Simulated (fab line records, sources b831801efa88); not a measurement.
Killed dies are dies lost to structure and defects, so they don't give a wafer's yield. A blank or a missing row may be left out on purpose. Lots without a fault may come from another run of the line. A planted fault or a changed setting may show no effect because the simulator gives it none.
Chamber matching | flow gf180mcu | GF_STI_CMP_25 on cmp-01: 4 sister chambers
The step polishes, stops on Si3N4, t overpolish 33 s, target thk 524.6 nm. 4 wafers are shown with their chamber, then 8 later ones without.

WAFERS WITH THEIR CHAMBER
wafer  | chamber | motor_current_A (A)
L615.6 | 3       | 12.3
L618.2 | 1       | 11.1
L618.3 | 0       | 12.7
L620.1 | 2       | 11.8

WAFERS WITHOUT THEIR CHAMBER
wafer  | motor_current_A (A)
L620.2 | 10.6
L620.5 | 12.6
L624.2 | 10.1
L624.3 | 12.8
L624.6 | 10.5
L628.3 | 10.6
L628.5 | 12.2
L628.6 | 10.6

WHICH CHAMBER EACH WENT THROUGH
wafer  | from the rows above               | in truth
L620.2 | can't be placed: 1 or 2           | 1
L620.5 | can't be placed: 0 or 3 or 2      | 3
L624.2 | can't be placed: 1 or 2           | 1
L624.3 | can't be placed: 0 or 3 or 2      | 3
L624.6 | can't be placed: 1 or 2           | 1
L628.3 | can't be placed: 1 or 2           | 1
L628.5 | can't be placed: 3 or 2 or 0 or 1 | 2
L628.6 | can't be placed: 1 or 2           | 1
Placed correctly: 0 of 8. Can't be placed from these rows: 8 (the true chamber is among the candidates in 8). Placed wrongly: 0.
How it was worked out, from the rows above alone: a wafer's distance from a chamber is the root of the sum, over the readings, of the square of ((its reading less the chamber's mean) divided by the reading's scatter). The wafer belongs to the nearest chamber; if the next one is less than 2 further off, it can't be placed. A chamber's mean is the mean of its shown wafers. The scatter: with one shown wafer a chamber, the root of the mean of the squares of how far each hidden wafer lies from its nearest shown one.
